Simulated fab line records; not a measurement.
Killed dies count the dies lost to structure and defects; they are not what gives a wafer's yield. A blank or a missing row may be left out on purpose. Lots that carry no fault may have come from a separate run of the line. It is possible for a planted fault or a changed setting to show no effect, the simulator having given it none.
A struck lot beside a sound one + flow sky130 + 16 out of 708 route steps
Sound: these wafers, L248.1, L248.3, L248.4. Struck: wafer L238.1. (L238.2, L238.6 of the same lot were not struck and are left out.) The cause comes at the end.
At each step with rows: each side's tool, then ch and its chambers, then its first start. Under that, the readings that differ: sound wafers + struck wafers + difference of the means + sigmas: that difference in standard deviations of wafers without a fault.
alike: readings whose means differ by less than 2 such deviations, and words and numbers that are the same on both sides. not compared: withheld readings, readings that some wafer has no value for, bounds like >300 that may hide the same value, and numbers for which the record gives no deviation and whose values overlap.
Wherever a step has rows on one side only, a row that says differs or no value, or a row with sigmas, the two part there. Numbers that don't overlap but have no deviation are shown without sigmas and don't part them. Lack of a reading on every wafer of one side parts them only where that side has two or more wafers.

first, 2 steps without rows for these wafers: SKY_METAL3_PEB_11; SKY_METAL3_DEVELOP_12 (develop time 60 s).
SKY_METAL3_CD_MEAS_13 targets a cd of 300 nm.
  sound on cdSem-01, day 42 15:48; struck on cdSem-02, day 40 00:00
  alike: cdNm
SKY_METAL3_OVL_MEAS_14:
  sound on overlay-01, day 42 15:55; struck on overlay-02, day 40 00:07
  alike: METAL3_OVL
SKY_METAL3_DESCUM_15: chemistry O2, time 8 s.
  sound on rieMetal-01 ch 0,1, day 42 15:58; struck on rieMetal-01 ch 1, day 40 00:10
  alike: drypumpMotorCurrentA, oesProductAu
  not compared: rfHoursCounterH
SKY_METAL3_ETCH_16: etches BARC in N2/H2, stops on SiO2, time 88.2 s, target depth 60 nm.
  sound on rieMetal-01 ch 0,1, day 42 15:59; struck on rieMetal-01 ch 1, day 40 00:11
  alike: drypumpMotorCurrentA, oesProductAu, throttleValvePct
  not compared: rfHoursCounterH
SKY_METAL3_ETCH_17: etches SiO2 in C4F8/O2/Ar, stops on TiN, time 3.9 s, target depth 15 nm.
  sound on rieDiel-03 ch 0,1,3, day 42 16:05; struck on rieDiel-04 ch 0, day 40 00:17
| reading             | sound   | struck | difference | sigmas |
|---------------------|---------|--------|------------|--------|
| rfHoursCounterH (h) | 12 1 10 | 18     | +10        |        |
  alike: oesProductAu
SKY_METAL3_METAL_ETCH_18: etches the open film in Cl2/BCl3, stops on SiO2, target depth 845 nm, time 183.1 s.
  sound on rieMetal-03 ch 0,1, day 42 16:07; struck on rieMetal-04 ch 0, day 40 00:19
  alike: drypumpMotorCurrentA, oesProductAu, throttleValvePct
  not compared: rfHoursCounterH
SKY_METAL3_STRIP_19: strips in O2/N2.
  sound on plasmaAsher-04 ch 0,1, day 42 16:17; struck on plasmaAsher-02 ch 0, day 40 00:29
  alike: drypumpMotorCurrentA, oesProductAu, stripTimeToEndpointS
  not compared: rfHoursCounterH
then, 3 steps without rows for these wafers: SKY_METAL3_STRIP_20 (strips in post etch residue remover, time 1200 s); SKY_METAL3_CLEAN_21 (cleans in IPA, time 180 s); SKY_METAL3_CLEAN_22 (cleans in O3/DIW).
SKY_VIA3_HDPCVD_00: deposits SiO2, target thk 1635 nm, time 272.5 s.
  sound on hdpcvd-01 ch 0,1,2, day 42 16:53; struck on hdpcvd-01 ch 0, day 40 01:05
| reading                                 | sound             | struck | difference | sigmas      |
|-----------------------------------------|-------------------|--------|------------|-------------|
| runLengthS (s)                          | 300.7 300.1 299.4 | 135.3  | -164.8     | -99 or more |
| model.SiO2_of_VIA3_HDPCVD_00.thkNm (nm) | 1658 1647 1644    | 653.9  | -995.8     |             |
SKY_VIA3_THK_MEAS_01:
  sound on filmMetro-02, day 42 17:03; struck on filmMetro-04, day 40 01:15
| reading              | sound          | struck | difference | sigmas |
|----------------------|----------------|--------|------------|--------|
| VIA3_HDPCVD_THK (nm) | 1658 1647 1642 | 654    | -995       | -66    |
then, 1 step without rows for these wafers: SKY_VIA3_CMP_02 (polishes SiO2).
-- the record jumps here: 7 days lie between the struck wafers' starts before and after (it left off in module VIA3 and takes up again in module PAD_OPEN, whose first step shown is number 708 of the route) --
SKY_PAD_OPEN_PROBE_99:
  sound on prober-01, day 49 05:45; struck on prober-01, day 47 01:58
| reading                               | sound                | struck    | difference | sigmas |
|---------------------------------------|----------------------|-----------|------------|--------|
| model.etest.tester.sortNPass          | 398 410 408          | 228       | -177       |        |
| model.etest.tester.sortYieldPct (%)   | 80.89 83.33 82.93    | 46.34     | -36.04     |        |
| model.etest.tester.sort_bin_3_pct (%) | 0.2033 0.4065 0.813  | 38.21     | +37.74     |        |
| model.etest.met4Comb.leakLog10AUm     | -11.91 -12.05 -11.91 | -7.03     | +4.93      |        |
| model.etest.tester.sort_bin_8_pct (%) | 0 0 0                | 7.909e-06 | +7.909e-06 |        |
| model.etest.tester.sort_bin_4_pct (%) | 0 0 0                | 6.597e-14 | +6.597e-14 |        |
  alike: defectLimitedYield, killed_at_M0_to_M3, killed_at_M4_up, killedAtContacts, killedAtFrontEnd, killedAtOther, killedDies, killedOpen, killedShort

== WHERE THEY PART ==
First at SKY_VIA3_HDPCVD_00; last, within this record, at SKY_VIA3_THK_MEAS_01. Later steps at which nothing parts them and some readings are alike: SKY_PAD_OPEN_PROBE_99.

WHY: the cause the simulator had injected
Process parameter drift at SKY_VIA3_HDPCVD_00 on hdpcvd-01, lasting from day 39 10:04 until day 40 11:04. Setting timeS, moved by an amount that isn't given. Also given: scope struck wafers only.
